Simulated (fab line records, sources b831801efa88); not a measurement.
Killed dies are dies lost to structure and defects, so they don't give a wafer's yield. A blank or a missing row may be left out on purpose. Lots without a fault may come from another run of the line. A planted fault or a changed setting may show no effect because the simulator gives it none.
Which tool did it? | flow gf180mcu | 12 lots, 36 wafers sampled, at 6 steps of a route of 602

WHAT THE GAUGES READ, wafer by wafer
GF_V3_OVL_MEAS_15. Usual: V3_OVL -1 nm, standard deviation 4.8.
lot  | measured     | on         | V3_OVL (nm) | flag
L126 | day 22 13:50 | overlay-02 | 3 8 1       |
L127 | day 22 20:02 | overlay-01 | -3 0 -9     |
L128 | day 23 02:50 | overlay-01 | 5 3 3       |
L131 | day 24 09:41 | overlay-01 | 0 -5 -3     |
L133 | day 25 01:31 | overlay-01 | 2 -3 -3     |
L134 | day 25 09:10 | overlay-01 | 0 -1 -4     |
L135 | day 25 13:28 | overlay-01 | 1 -4 3      |
L137 | day 26 04:31 | overlay-02 | -6 -3 -5    |
L140 | day 27 04:34 | overlay-02 | 7 6 2       |
L146 | day 29 00:10 | overlay-01 | -2 2 6      |
L147 | day 29 05:34 | overlay-02 | -5 -11 -4   |
L148 | day 29 13:37 | overlay-02 | -1 -2 -3    |

GF_V3_RS_MEAS_24: measures by four-point-probe. Usual: V3_W_RS 0.324 ohm/sq, standard deviation 0.0037.
lot  | measured     | on            | V3_W_RS (ohm/sq)  | flag
L126 | day 22 14:46 | film_metro-01 | 0.323 0.321 0.321 |
L127 | day 22 20:58 | film_metro-01 | 0.326 0.327 0.324 |
L128 | day 23 03:52 | film_metro-03 | 0.332 0.327 0.334 |
L131 | day 24 10:36 | film_metro-02 | 0.320 0.320 0.320 |
L133 | day 25 02:26 | film_metro-03 | 0.324 0.329 0.327 |
L134 | day 25 10:07 | film_metro-01 | 0.326 0.324 0.319 |
L135 | day 25 14:23 | film_metro-03 | 0.324 0.320 0.324 |
L137 | day 26 05:28 | film_metro-03 | 0.320 0.315 0.318 |
L140 | day 27 05:31 | film_metro-02 | 0.323 0.325 0.326 |
L146 | day 29 01:05 | film_metro-01 | 0.325 0.328 0.328 |
L147 | day 29 06:29 | film_metro-03 | 0.322 0.323 0.322 |
L148 | day 29 14:35 | film_metro-02 | 0.320 0.327 0.322 |

GF_M4_RS_MEAS_05: measures by four-point-probe. Usual: M4_ALCU_RS 0.0697 ohm/sq, standard deviation 0.00072.
lot  | measured     | on            | M4_ALCU_RS (ohm/sq)  | flag
L126 | day 22 15:29 | film_metro-04 | 0.0707 0.0699 0.0698 |
L127 | day 22 21:41 | film_metro-03 | 0.0706 0.0705 0.0699 |
L128 | day 23 04:35 | film_metro-02 | 0.0691 0.0706 0.0700 |
L131 | day 24 11:18 | film_metro-04 | 0.0697 0.0686 0.0692 |
L133 | day 25 03:08 | film_metro-03 | 0.0698 0.0693 0.0703 |
L134 | day 25 10:49 | film_metro-03 | 0.0699 0.0704 0.0697 |
L135 | day 25 15:05 | film_metro-02 | 0.0694 0.0698 0.0694 |
L137 | day 26 06:10 | film_metro-02 | 0.0688 0.0695 0.0696 |
L140 | day 27 06:20 | film_metro-03 | 0.0702 0.0703 0.0616 | OFF
L146 | day 29 01:47 | film_metro-03 | 0.0715 0.0716 0.0708 |
L147 | day 29 07:11 | film_metro-03 | 0.0698 0.0696 0.0693 |
L148 | day 29 15:17 | film_metro-02 | 0.0706 0.0712 0.0719 |

GF_M4_THK_MEAS_06: measures by xrf. Usual: M4_ALCU_THK 456 nm, standard deviation 4.8.
lot  | measured     | on            | M4_ALCU_THK (nm) | flag
L126 | day 22 15:36 | film_metro-04 | 453 456 454      |
L127 | day 22 21:47 | film_metro-03 | 451 451 452      |
L128 | day 23 04:42 | film_metro-02 | 460 450 452      |
L131 | day 24 11:25 | film_metro-04 | 454 464 459      |
L133 | day 25 03:15 | film_metro-03 | 452 457 452      |
L134 | day 25 10:56 | film_metro-03 | 455 448 454      |
L135 | day 25 15:12 | film_metro-02 | 460 459 459      |
L137 | day 26 06:17 | film_metro-02 | 459 457 454      |
L140 | day 27 06:28 | film_metro-03 | 454 452 514      | OFF
L146 | day 29 01:55 | film_metro-03 | 444 448 449      |
L147 | day 29 07:19 | film_metro-03 | 458 457 457      |
L148 | day 29 15:24 | film_metro-02 | 449 444 443      |

GF_M4_CD_MEAS_14: target cd 280 nm. Usual: cd_nm 280.3 nm, standard deviation 1.2.
lot  | measured     | on        | cd_nm (nm)        | flag
L126 | day 23 13:55 | cd_sem-01 | 281.7 282.1 282.3 |
L127 | day 23 20:01 | cd_sem-01 | 281.6 281.6 281.8 |
L128 | day 24 02:54 | cd_sem-01 | 279.7 279.9 281.3 |
L131 | day 25 08:25 | cd_sem-02 | 278.6 280.1 280.0 |
L133 | day 26 00:42 | cd_sem-01 | 280.5 280.4 279.8 |
L134 | day 26 08:05 | cd_sem-01 | 281.2 282.8 282.9 |
L135 | day 26 12:09 | cd_sem-02 | 279.0 279.3 280.0 |
L137 | day 27 02:56 | cd_sem-01 | 278.8 279.4 277.4 |
L140 | day 28 02:27 | cd_sem-02 | 278.3 280.3 278.9 |
L146 | day 29 20:21 | cd_sem-02 | 282.3 281.0 281.3 |
L147 | day 30 01:48 | cd_sem-02 | 280.1 279.2 280.4 |
L148 | day 30 09:31 | cd_sem-01 | 281.0 281.2 280.9 |

WHICH TOOL RAN EACH LOT (tool, then ch and the chambers of the sampled wafers, then the start)
lot  | GF_M4_SPUTTER_02
L126 | pvd_sputter-04, day 22 15:22
L127 | pvd_sputter-04, day 22 21:34
L128 | pvd_sputter-03, day 23 04:29
L131 | pvd_sputter-03, day 24 11:11
L133 | pvd_sputter-03, day 25 03:02
L134 | pvd_sputter-02, day 25 10:44
L135 | pvd_sputter-02, day 25 14:59
L137 | pvd_sputter-03, day 26 06:05
L140 | pvd_sputter-02, day 27 06:15
L146 | pvd_sputter-04, day 29 01:42
L147 | pvd_sputter-03, day 29 07:06
L148 | pvd_sputter-04, day 29 15:11
- GF_M4_SPUTTER_02: material AlCu, target thk 450 nm, time 23.9 s.

WHAT THE TOOLS THEMSELVES READ (means of the sampled wafers that have a number; where no wafer has one, the mark that the record gives instead)
GF_M4_SPUTTER_02. Usual: cathode_dc_power_W 10600 W, standard deviation 1.9; throttle_valve_pct 30.2 %, standard deviation 0.91.
lot  | tool           | cathode_dc_power_W (W) | throttle_valve_pct (%) | flag
L126 | pvd_sputter-04 | 10600                  | 29.3                   |
L127 | pvd_sputter-04 | 10600                  | 30.5                   |
L128 | pvd_sputter-03 | 10600                  | 30.0                   |
L131 | pvd_sputter-03 | 10602                  | 30.0                   |
L133 | pvd_sputter-03 | 10602                  | 30.1                   |
L134 | pvd_sputter-02 | 10598                  | 30.7                   |
L135 | pvd_sputter-02 | 10599                  | 30.7                   |
L137 | pvd_sputter-03 | 10600                  | 30.1                   |
L140 | pvd_sputter-02 | 11085                  | 30.7                   | OFF
L146 | pvd_sputter-04 | 10599                  | 30.2                   |
L147 | pvd_sputter-03 | 10600                  | 30.1                   |
L148 | pvd_sputter-04 | 10600                  | 30.5                   |

THE ANSWER, worked out from the rows above alone
Rule: a lot is off if the mean of its wafers that have a number lies more than 3 standard deviations from the usual mean. A lot without any number at a reading at which 4 lots or more have one is off too. The other lots that the step has rows for count as sound. The gauges are gone through in route order, then the tools' own readings, and for those a lot's mean is taken as printed above. The first step at which some lot is off is used, and at that step the reading that is off furthest; a lot without a number counts as furthest.
Off: L140, at GF_M4_RS_MEAS_05 (M4_ALCU_RS).
A tool fits if, at a process step before that reading, it ran every lot that is off, and no sound lot after the first of them. The gauges at GF_M4_RS_MEAS_05 aren't tried: what is off there is off at GF_M4_SPUTTER_02 too, on other tools, and a gauge's error can't cause that. One fits: pvd_sputter-02 at GF_M4_SPUTTER_02. Its last sound lot is L135 (day 25 14:59), its first lot that is off L140 (day 27 06:15): a fault that began between those two fits.
The tool's own readings at GF_M4_SPUTTER_02 bear it out: on the lots that are off they differ by more than 5 times the standard deviation of the sound lots' means. cathode_dc_power_W reads 11085 W there against 10600 W on the sound lots.

WHAT THE SIMULATOR HAD PUT IN
Process parameter drift: pvd_sputter-02, from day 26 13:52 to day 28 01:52, at GF_M4_SPUTTER_02. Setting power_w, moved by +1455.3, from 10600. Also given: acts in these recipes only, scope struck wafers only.
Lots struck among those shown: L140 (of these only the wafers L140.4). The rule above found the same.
